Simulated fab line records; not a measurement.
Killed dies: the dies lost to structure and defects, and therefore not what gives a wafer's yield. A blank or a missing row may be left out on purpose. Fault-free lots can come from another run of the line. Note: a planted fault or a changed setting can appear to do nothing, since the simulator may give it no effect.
fab line records :: flow sky130
record
  lots=5
  wafers=15
  last_day=50
route steps=708 shown SONOS_ONO@169
lots untouched by any fault: they come from a run of this same line in which no faults occurred
start_h: hours from the record's opening day to when the first of the lot's shown wafers began :: wait_h: hours from the lot's prior step to this one :: " repeats the value in the row above :: L1.1+2: several wafers, shown together as one row :: - either no value or no given start :: * or withheld: withheld :: < > ~ a bound
route shown NAME@n: names a module that has steps shown in the file, with the first one's number in the route :: usual: mean/standard deviation of fault-free wafers :: same: alike in all rows :: chamber/n: place in a boat :: sites: readings site by site :: _std_site: standard deviation across them :: _edge_site: mean of outer sites minus mean of inner sites :: radius_mm: how far each site lies from the wafer's centre :: mask NAME#n: copy n :: behind: tool/chamber where the wafer was last shaped :: hold: what put the lot on hold/how long, in hours/how the hold closed :: device: transistor that didn't switch, given as n, p or np :: end of line: the tests these same wafers got at the end of their route :: a step without rows: its recipe alone :: killed: count of dies lost to structure and defects at first sort (not the wafer's yield) :: map: dies across one wafer; x = killed, . = not, _ = none there
set.NAME: the run value of the setting; set.NAME@STEP: its run value at that earlier step :: model.NAME: the simulator's own value behind a step, which no gauge read
lots seen at some steps along the route; tables by step, rows by wafer
services: a tool's chamber out of use, with start hour (start_h, from the record's first day; less than 0 if before it), hours out, and reason
## steps
# step SKY_SONOS_ONO_THK_MEAS_01
# recipe
  reads=SiO2_of_SONOS_ONO_OXIDATION_00
# usual
  SONOS_ONO_OXIDATION_THK=2.46/0.058
lot.wafer: L086.1
tool: film_metro-01
chamber: -
start_h: 347.10
wait_h: 0.0
SONOS_ONO_OXIDATION_THK[nm]: 2.49

lot.wafer: L086.4
tool: film_metro-01
chamber: -
start_h: 347.10
wait_h: 0.0
SONOS_ONO_OXIDATION_THK[nm]: 2.48

lot.wafer: L086.5
tool: film_metro-01
chamber: -
start_h: 347.10
wait_h: 0.0
SONOS_ONO_OXIDATION_THK[nm]: 2.47

lot.wafer: L090.1
tool: film_metro-01
chamber: -
start_h: 374.17
wait_h: 0.0
SONOS_ONO_OXIDATION_THK[nm]: 2.50

lot.wafer: L090.2
tool: film_metro-01
chamber: -
start_h: 374.17
wait_h: 0.0
SONOS_ONO_OXIDATION_THK[nm]: 2.53

lot.wafer: L090.4
tool: film_metro-01
chamber: -
start_h: 374.17
wait_h: 0.0
SONOS_ONO_OXIDATION_THK[nm]: 2.48

lot.wafer: L091.2
tool: film_metro-01
chamber: -
start_h: 384.11
wait_h: 0.0
SONOS_ONO_OXIDATION_THK[nm]: 2.57

lot.wafer: L091.3
tool: film_metro-01
chamber: -
start_h: 384.11
wait_h: 0.0
SONOS_ONO_OXIDATION_THK[nm]: 2.48

lot.wafer: L091.5
tool: film_metro-01
chamber: -
start_h: 384.11
wait_h: 0.0
SONOS_ONO_OXIDATION_THK[nm]: 2.55

lot.wafer: L092.3
tool: film_metro-03
chamber: -
start_h: 391.34
wait_h: 0.0
SONOS_ONO_OXIDATION_THK[nm]: 2.46

lot.wafer: L092.4
tool: film_metro-03
chamber: -
start_h: 391.34
wait_h: 0.0
SONOS_ONO_OXIDATION_THK[nm]: 2.42

lot.wafer: L092.6
tool: film_metro-03
chamber: -
start_h: 391.34
wait_h: 0.0
SONOS_ONO_OXIDATION_THK[nm]: 2.49

lot.wafer: L094.3
tool: film_metro-02
chamber: -
start_h: 412.84
wait_h: 0.0
SONOS_ONO_OXIDATION_THK[nm]: 2.30

lot.wafer: L094.4
tool: film_metro-02
chamber: -
start_h: 412.84
wait_h: 0.0
SONOS_ONO_OXIDATION_THK[nm]: 2.37

lot.wafer: L094.6
tool: film_metro-02
chamber: -
start_h: 412.84
wait_h: 0.0
SONOS_ONO_OXIDATION_THK[nm]: 2.33
# step SKY_SONOS_ONO_CVD_02
# recipe
  material=Si3N4
  precursor=DCS/NH3
  target_thk_nm=10.5
  temp_c=770
  time_s=180
  pressure_mtorr=250
# usual
  spike_tc_centre_C=769.9/0.99
  susceptor_temp_C=770.1/0.32
lot.wafer: L086.1
tool: lpcvd-02
chamber: 0
start_h: 350.86
wait_h: 3.7
spike_tc_centre_C: 772.5
susceptor_temp_C: 769.6

lot.wafer: L086.4
tool: lpcvd-02
chamber: 0
start_h: 350.86
wait_h: 3.7
spike_tc_centre_C: 770.5
susceptor_temp_C: 769.5

lot.wafer: L086.5
tool: lpcvd-02
chamber: 0
start_h: 350.86
wait_h: 3.7
spike_tc_centre_C: 771.1
susceptor_temp_C: 769.5

lot.wafer: L090.1
tool: lpcvd-02
chamber: 0
start_h: 374.23
wait_h: 0.1
spike_tc_centre_C: 769.5
susceptor_temp_C: 769.9

lot.wafer: L090.2
tool: lpcvd-02
chamber: 0
start_h: 374.23
wait_h: 0.1
spike_tc_centre_C: 770.4
susceptor_temp_C: 769.9

lot.wafer: L090.4
tool: lpcvd-02
chamber: 0
start_h: 374.23
wait_h: 0.1
spike_tc_centre_C: 770.9
susceptor_temp_C: 770.3

lot.wafer: L091.2
tool: lpcvd-02
chamber: 0
start_h: 384.16
wait_h: 0.0
spike_tc_centre_C: 770.3
susceptor_temp_C: 769.6

lot.wafer: L091.3
tool: lpcvd-02
chamber: 0
start_h: 384.16
wait_h: 0.0
spike_tc_centre_C: 769.8
susceptor_temp_C: 769.6

lot.wafer: L091.5
tool: lpcvd-02
chamber: 0
start_h: 384.16
wait_h: 0.0
spike_tc_centre_C: 771.7
susceptor_temp_C: 769.7

lot.wafer: L092.3
tool: lpcvd-02
chamber: 0
start_h: 392.54
wait_h: 1.2
spike_tc_centre_C: 769.6
susceptor_temp_C: 770.7

lot.wafer: L092.4
tool: lpcvd-02
chamber: 0
start_h: 392.54
wait_h: 1.2
spike_tc_centre_C: 769.1
susceptor_temp_C: 770.4

lot.wafer: L092.6
tool: lpcvd-02
chamber: 0
start_h: 392.54
wait_h: 1.2
spike_tc_centre_C: 769.2
susceptor_temp_C: 770.2

lot.wafer: L094.3
tool: lpcvd-02
chamber: 0
start_h: 412.88
wait_h: 0.0
spike_tc_centre_C: 771.7
susceptor_temp_C: 770.5

lot.wafer: L094.4
tool: lpcvd-02
chamber: 0
start_h: 412.88
wait_h: 0.0
spike_tc_centre_C: 771.8
susceptor_temp_C: 769.9

lot.wafer: L094.6
tool: lpcvd-02
chamber: 0
start_h: 412.88
wait_h: 0.0
spike_tc_centre_C: 770.9
susceptor_temp_C: 770.1
# step SKY_SONOS_ONO_THK_MEAS_03
# recipe
  reads=Si3N4_of_SONOS_ONO_CVD_02
# usual
  SONOS_ONO_CVD_02_THK=10.47/0.12
lot.wafer: L086.1
tool: film_metro-01
chamber: -
start_h: 351.91
wait_h: 0.0
SONOS_ONO_CVD_02_THK[nm]: 10.50

lot.wafer: L086.4
tool: film_metro-01
chamber: -
start_h: 351.91
wait_h: 0.0
SONOS_ONO_CVD_02_THK[nm]: 10.43

lot.wafer: L086.5
tool: film_metro-01
chamber: -
start_h: 351.91
wait_h: 0.0
SONOS_ONO_CVD_02_THK[nm]: 10.42

lot.wafer: L090.1
tool: film_metro-03
chamber: -
start_h: 375.28
wait_h: 0.0
SONOS_ONO_CVD_02_THK[nm]: 10.54

lot.wafer: L090.2
tool: film_metro-03
chamber: -
start_h: 375.28
wait_h: 0.0
SONOS_ONO_CVD_02_THK[nm]: 10.53

lot.wafer: L090.4
tool: film_metro-03
chamber: -
start_h: 375.28
wait_h: 0.0
SONOS_ONO_CVD_02_THK[nm]: 10.39

lot.wafer: L091.2
tool: film_metro-02
chamber: -
start_h: 385.22
wait_h: 0.0
SONOS_ONO_CVD_02_THK[nm]: 10.38

lot.wafer: L091.3
tool: film_metro-02
chamber: -
start_h: 385.22
wait_h: 0.0
SONOS_ONO_CVD_02_THK[nm]: 10.30

lot.wafer: L091.5
tool: film_metro-02
chamber: -
start_h: 385.22
wait_h: 0.0
SONOS_ONO_CVD_02_THK[nm]: 10.45

lot.wafer: L092.3
tool: film_metro-03
chamber: -
start_h: 393.61
wait_h: 0.0
SONOS_ONO_CVD_02_THK[nm]: 10.46

lot.wafer: L092.4
tool: film_metro-03
chamber: -
start_h: 393.61
wait_h: 0.0
SONOS_ONO_CVD_02_THK[nm]: 10.46

lot.wafer: L092.6
tool: film_metro-03
chamber: -
start_h: 393.61
wait_h: 0.0
SONOS_ONO_CVD_02_THK[nm]: 10.51

lot.wafer: L094.3
tool: film_metro-01
chamber: -
start_h: 413.95
wait_h: 0.0
SONOS_ONO_CVD_02_THK[nm]: 10.45

lot.wafer: L094.4
tool: film_metro-01
chamber: -
start_h: 413.95
wait_h: 0.0
SONOS_ONO_CVD_02_THK[nm]: 10.42

lot.wafer: L094.6
tool: film_metro-01
chamber: -
start_h: 413.95
wait_h: 0.0
SONOS_ONO_CVD_02_THK[nm]: 10.38
# step SKY_SONOS_ONO_CVD_04
# recipe
  material=SiO2
  precursor=SiH4/N2O
  target_thk_nm=5.7199
  temp_c=900
  pressure_mtorr=400
# usual
  spike_tc_centre_C=901.0/1.2
  susceptor_temp_C=899.9/0.36
lot.wafer: L086.1
tool: lpcvd-03
chamber: 0
start_h: 351.97
wait_h: 0.1
spike_tc_centre_C: 901.3
susceptor_temp_C: 900.6

lot.wafer: L086.4
tool: lpcvd-03
chamber: 0
start_h: 351.97
wait_h: 0.1
spike_tc_centre_C: 902.0
susceptor_temp_C: 899.8

lot.wafer: L086.5
tool: lpcvd-03
chamber: 0
start_h: 351.97
wait_h: 0.1
spike_tc_centre_C: 901.4
susceptor_temp_C: 900.3

lot.wafer: L090.1
tool: lpcvd-03
chamber: 1
start_h: 375.34
wait_h: 0.1
spike_tc_centre_C: 901.0
susceptor_temp_C: 899.8

lot.wafer: L090.2
tool: lpcvd-03
chamber: 1
start_h: 375.34
wait_h: 0.1
spike_tc_centre_C: 903.1
susceptor_temp_C: 899.4

lot.wafer: L090.4
tool: lpcvd-03
chamber: 1
start_h: 375.34
wait_h: 0.1
spike_tc_centre_C: 901.8
susceptor_temp_C: 899.7

lot.wafer: L091.2
tool: lpcvd-03
chamber: 0
start_h: 385.27
wait_h: 0.0
spike_tc_centre_C: 901.1
susceptor_temp_C: 899.5

lot.wafer: L091.3
tool: lpcvd-03
chamber: 0
start_h: 385.27
wait_h: 0.0
spike_tc_centre_C: 900.9
susceptor_temp_C: 899.9

lot.wafer: L091.5
tool: lpcvd-03
chamber: 0
start_h: 385.27
wait_h: 0.0
spike_tc_centre_C: 901.2
susceptor_temp_C: 899.7

lot.wafer: L092.3
tool: lpcvd-03
chamber: 1
start_h: 393.65
wait_h: 0.0
spike_tc_centre_C: 900.9
susceptor_temp_C: 899.8

lot.wafer: L092.4
tool: lpcvd-03
chamber: 1
start_h: 393.65
wait_h: 0.0
spike_tc_centre_C: 900.0
susceptor_temp_C: 899.6

lot.wafer: L092.6
tool: lpcvd-03
chamber: 1
start_h: 393.65
wait_h: 0.0
spike_tc_centre_C: 900.6
susceptor_temp_C: 900.1

lot.wafer: L094.3
tool: lpcvd-03
chamber: 0
start_h: 413.99
wait_h: 0.0
spike_tc_centre_C: 901.3
susceptor_temp_C: 899.4

lot.wafer: L094.4
tool: lpcvd-03
chamber: 0
start_h: 413.99
wait_h: 0.0
spike_tc_centre_C: 901.6
susceptor_temp_C: 899.5

lot.wafer: L094.6
tool: lpcvd-03
chamber: 0
start_h: 413.99
wait_h: 0.0
spike_tc_centre_C: 901.8
susceptor_temp_C: 899.7
# step SKY_SONOS_ONO_THK_MEAS_05
# recipe
  reads=SiO2_of_SONOS_ONO_CVD_04
# usual
  SONOS_ONO_CVD_04_THK=5.69/0.11
lot.wafer: L086.1
tool: film_metro-01
chamber: -
start_h: 353.22
wait_h: 0.0
SONOS_ONO_CVD_04_THK[nm]: 5.50

lot.wafer: L086.4
tool: film_metro-01
chamber: -
start_h: 353.22
wait_h: 0.0
SONOS_ONO_CVD_04_THK[nm]: 5.60

lot.wafer: L086.5
tool: film_metro-01
chamber: -
start_h: 353.22
wait_h: 0.0
SONOS_ONO_CVD_04_THK[nm]: 5.67

lot.wafer: L090.1
tool: film_metro-01
chamber: -
start_h: 376.59
wait_h: 0.0
SONOS_ONO_CVD_04_THK[nm]: 5.70

lot.wafer: L090.2
tool: film_metro-01
chamber: -
start_h: 376.59
wait_h: 0.0
SONOS_ONO_CVD_04_THK[nm]: 5.61

lot.wafer: L090.4
tool: film_metro-01
chamber: -
start_h: 376.59
wait_h: 0.0
SONOS_ONO_CVD_04_THK[nm]: 5.66

lot.wafer: L091.2
tool: film_metro-03
chamber: -
start_h: 386.53
wait_h: 0.0
SONOS_ONO_CVD_04_THK[nm]: 5.55

lot.wafer: L091.3
tool: film_metro-03
chamber: -
start_h: 386.53
wait_h: 0.0
SONOS_ONO_CVD_04_THK[nm]: 5.61

lot.wafer: L091.5
tool: film_metro-03
chamber: -
start_h: 386.53
wait_h: 0.0
SONOS_ONO_CVD_04_THK[nm]: 5.58

lot.wafer: L092.3
tool: film_metro-02
chamber: -
start_h: 394.92
wait_h: 0.0
SONOS_ONO_CVD_04_THK[nm]: 5.82

lot.wafer: L092.4
tool: film_metro-02
chamber: -
start_h: 394.92
wait_h: 0.0
SONOS_ONO_CVD_04_THK[nm]: 5.89

lot.wafer: L092.6
tool: film_metro-02
chamber: -
start_h: 394.92
wait_h: 0.0
SONOS_ONO_CVD_04_THK[nm]: 5.90

lot.wafer: L094.3
tool: film_metro-02
chamber: -
start_h: 415.26
wait_h: 0.0
SONOS_ONO_CVD_04_THK[nm]: 5.63

lot.wafer: L094.4
tool: film_metro-02
chamber: -
start_h: 415.26
wait_h: 0.0
SONOS_ONO_CVD_04_THK[nm]: 5.69

lot.wafer: L094.6
tool: film_metro-02
chamber: -
start_h: 415.26
wait_h: 0.0
SONOS_ONO_CVD_04_THK[nm]: 5.67
# step SKY_SONOS_ONO_DEHYDRATE_06
# recipe
  temp_c=200
  time_s=60
lot.wafer: L086.1+4+5
tool: litho_track-02
chamber: 0
start_h: 366.71
wait_h: 13.5

lot.wafer: L090.1+2+4
tool: litho_track-02
chamber: 0
start_h: 390.46
wait_h: 13.9

lot.wafer: L091.2+3+5
tool: litho_track-02
chamber: 0
start_h: 400.88
wait_h: 14.3

lot.wafer: L092.3+4+6
tool: litho_track-01
chamber: 0
start_h: 408.37
wait_h: 13.4

lot.wafer: L094.3+4+6
tool: litho_track-01
chamber: 0
start_h: 429.67
wait_h: 14.4
# step SKY_SONOS_ONO_HMDS_07
# recipe
  prime_time_s=60
  prime_temp_c=120
# usual
  prime_temp_c=120.00/0.15
lot.wafer: L086.1
tool: litho_track-02
chamber: 0
start_h: 366.86
wait_h: 0.1
prime_temp_c: 120.10

lot.wafer: L086.4
tool: litho_track-02
chamber: 0
start_h: 366.86
wait_h: 0.1
prime_temp_c: 120.05

lot.wafer: L086.5
tool: litho_track-02
chamber: 0
start_h: 366.86
wait_h: 0.1
prime_temp_c: 119.88

lot.wafer: L090.1
tool: litho_track-02
chamber: 0
start_h: 390.61
wait_h: 0.1
prime_temp_c: 120.25

lot.wafer: L090.2
tool: litho_track-02
chamber: 0
start_h: 390.61
wait_h: 0.1
prime_temp_c: 120.21

lot.wafer: L090.4
tool: litho_track-02
chamber: 0
start_h: 390.61
wait_h: 0.1
prime_temp_c: 120.28

lot.wafer: L091.2
tool: litho_track-02
chamber: 0
start_h: 401.03
wait_h: 0.1
prime_temp_c: 120.31

lot.wafer: L091.3
tool: litho_track-02
chamber: 0
start_h: 401.03
wait_h: 0.1
prime_temp_c: 120.09

lot.wafer: L091.5
tool: litho_track-02
chamber: 0
start_h: 401.03
wait_h: 0.1
prime_temp_c: 120.23

lot.wafer: L092.3
tool: litho_track-01
chamber: 0
start_h: 408.52
wait_h: 0.1
prime_temp_c: 120.21

lot.wafer: L092.4
tool: litho_track-01
chamber: 0
start_h: 408.52
wait_h: 0.1
prime_temp_c: 120.04

lot.wafer: L092.6
tool: litho_track-01
chamber: 0
start_h: 408.52
wait_h: 0.1
prime_temp_c: 120.03

lot.wafer: L094.3
tool: litho_track-01
chamber: 0
start_h: 429.82
wait_h: 0.1
prime_temp_c: 120.09

lot.wafer: L094.4
tool: litho_track-01
chamber: 0
start_h: 429.82
wait_h: 0.1
prime_temp_c: 120.06

lot.wafer: L094.6
tool: litho_track-01
chamber: 0
start_h: 429.82
wait_h: 0.1
prime_temp_c: 120.09
# step SKY_SONOS_ONO_COAT_08
# recipe
  resist=NOVOLAK
  spin_rpm=3000
  resist_thk_nm=1140
lot.wafer: L086.1+4+5
tool: litho_track-02
chamber: 0
start_h: 367.01
wait_h: 0.1

lot.wafer: L090.1+2+4
tool: litho_track-02
chamber: 0
start_h: 390.76
wait_h: 0.1

lot.wafer: L091.2+3+5
tool: litho_track-02
chamber: 0
start_h: 401.18
wait_h: 0.1

lot.wafer: L092.3+4+6
tool: litho_track-01
chamber: 0
start_h: 408.67
wait_h: 0.1

lot.wafer: L094.3+4+6
tool: litho_track-01
chamber: 0
start_h: 429.97
wait_h: 0.1
## services
tool: lpcvd-02
chamber: -
start_h: 332.43
hours: 14.6
kind: pm
## key
fault none
